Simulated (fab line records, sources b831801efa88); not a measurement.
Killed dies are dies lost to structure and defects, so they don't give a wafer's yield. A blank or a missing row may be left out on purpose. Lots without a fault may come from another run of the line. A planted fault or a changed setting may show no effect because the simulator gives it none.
Chamber matching | flow gf180mcu | GF_V4_ETCH_16 on rie_diel-01: 4 sister chambers
The step etches BARC in N2/H2. 14 wafers are shown with their chamber, then 7 later ones without.

WAFERS WITH THEIR CHAMBER
wafer  | chamber | drypump_motor_current_A (A) | bias_w (W) | throttle_valve_pct (%)
L076.2 | 3       | 5.6                         | 99.9       | 13.221
L076.5 | 3       | 5.6                         | 99.6       | 13.220
L076.6 | 2       | 6.7                         | 100.1      | 13.227
L080.2 | 1       | 5.4                         | 100.2      | 13.215
L080.4 | 0       | 5.6                         | 99.8       | 13.219
L080.5 | 3       | 5.6                         | 101.0      | 13.214
L082.1 | 1       | 5.5                         | 100.2      | 13.215
L082.4 | 3       | 5.6                         | 100.1      | 13.227
L082.5 | 2       | 6.7                         | 100.8      | 13.221
L091.1 | 0       | 5.6                         | 99.8       | 13.216
L091.3 | 1       | 5.4                         | 100.6      | 13.217
L091.6 | 0       | 5.6                         | 99.7       | 13.222
L092.1 | 2       | 6.7                         | 100.1      | 13.221
L092.4 | 3       | 5.6                         | 99.7       | 13.202

SIGNATURES (means of the wafers above)
reading                 | chamber 0 | chamber 1 | chamber 2 | chamber 3 | scatter within a chamber
drypump_motor_current_A | 5.600     | 5.433     | 6.700     | 5.600     | 0.0258
bias_w                  | 99.767    | 100.333   | 100.333   | 100.060   | 0.411
throttle_valve_pct      | 13.21900  | 13.21567  | 13.22300  | 13.21680  | 0.00635
Rule: a wafer's distance from a chamber is the root of the sum, over the readings, of the square of ((its reading less the chamber's mean) divided by the reading's scatter). The wafer belongs to the nearest chamber; if the next one is less than 2 further off, it can't be placed. The scatter: the root of (the sum of the squares of (reading less its chamber's mean) over the shown wafers, divided by (wafers less chambers)).

WAFERS WITHOUT THEIR CHAMBER
wafer  | drypump_motor_current_A (A) | bias_w (W) | throttle_valve_pct (%)
L092.5 | 5.6                         | 100.2      | 13.237
L094.1 | 5.6                         | 99.9       | 13.224
L094.2 | 5.6                         | 99.8       | 13.236
L094.3 | 6.7                         | 99.9       | 13.227
L094.4 | 5.4                         | 100.1      | 13.230
L094.5 | 5.7                         | 100.5      | 13.209
L094.6 | 5.4                         | 99.8       | 13.241

WHICH CHAMBER EACH WENT THROUGH
wafer  | from the rows above     | in truth
L092.5 | can't be placed: 0 or 3 | 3
L094.1 | can't be placed: 0 or 3 | 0
L094.2 | can't be placed: 0 or 3 | 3
L094.3 | 2                       | 2
L094.4 | 1                       | 1
L094.5 | can't be placed: 3 or 0 | 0
L094.6 | 1                       | 1
Placed correctly: 3 of 7. Can't be placed from these rows: 4 (the true chamber is among the candidates in 4). Placed wrongly: 0.
